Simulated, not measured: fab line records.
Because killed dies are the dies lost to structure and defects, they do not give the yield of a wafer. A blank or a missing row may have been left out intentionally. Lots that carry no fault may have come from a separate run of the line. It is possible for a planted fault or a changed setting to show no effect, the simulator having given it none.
Matching of chambers / flow gf180mcu / GF_V5_CVD_02 on pecvd-02 has 3 sister chambers
The step deposits SiO2 from TEOS, target thk 1450 nm, time 163.28 s. 3 wafers are shown with their chamber, then 7 later ones without.

== EACH WAFER AND ITS CHAMBER ==
wafer=L080.4; chamber=0; heaterPowerW (W)=673
wafer=L082.1; chamber=2; heaterPowerW (W)=771
wafer=L082.5; chamber=1; heaterPowerW (W)=620

== WAFERS MISSING THEIR CHAMBER ==
wafer=L082.6; heaterPowerW (W)=636
wafer=L084.3; heaterPowerW (W)=667
wafer=L084.5; heaterPowerW (W)=815
wafer=L084.6; heaterPowerW (W)=550
wafer=L087.2; heaterPowerW (W)=825
wafer=L087.4; heaterPowerW (W)=679
wafer=L087.5; heaterPowerW (W)=645

== EACH ONE'S CHAMBER ==
wafer=L082.6; from the rows above=can't be placed: 1 or 0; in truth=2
wafer=L084.3; from the rows above=can't be placed: 0 or 1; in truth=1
wafer=L084.5; from the rows above=2; in truth=2
wafer=L084.6; from the rows above=can't be placed: 1 or 0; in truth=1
wafer=L087.2; from the rows above=2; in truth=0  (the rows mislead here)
wafer=L087.4; from the rows above=can't be placed: 0 or 1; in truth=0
wafer=L087.5; from the rows above=can't be placed: 1 or 0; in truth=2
Correctly placed: 1 of 7. Cannot be placed on the basis of these rows: 5; the candidates contain the true chamber in 3. Wrongly placed: 1.
How it was worked out, from the rows above alone: a wafer's distance from a chamber is the root of the sum, over the readings, of the square of ((its reading less the chamber's mean) divided by the reading's scatter). If the next closest chamber is less than 2 further off than the closest, the wafer can't be placed; otherwise it belongs to the closest. The mean given for a chamber averages the wafers shown for that chamber. The scatter: with one shown wafer a chamber, the root of the mean of the squares of how far each hidden wafer lies from its nearest shown one.
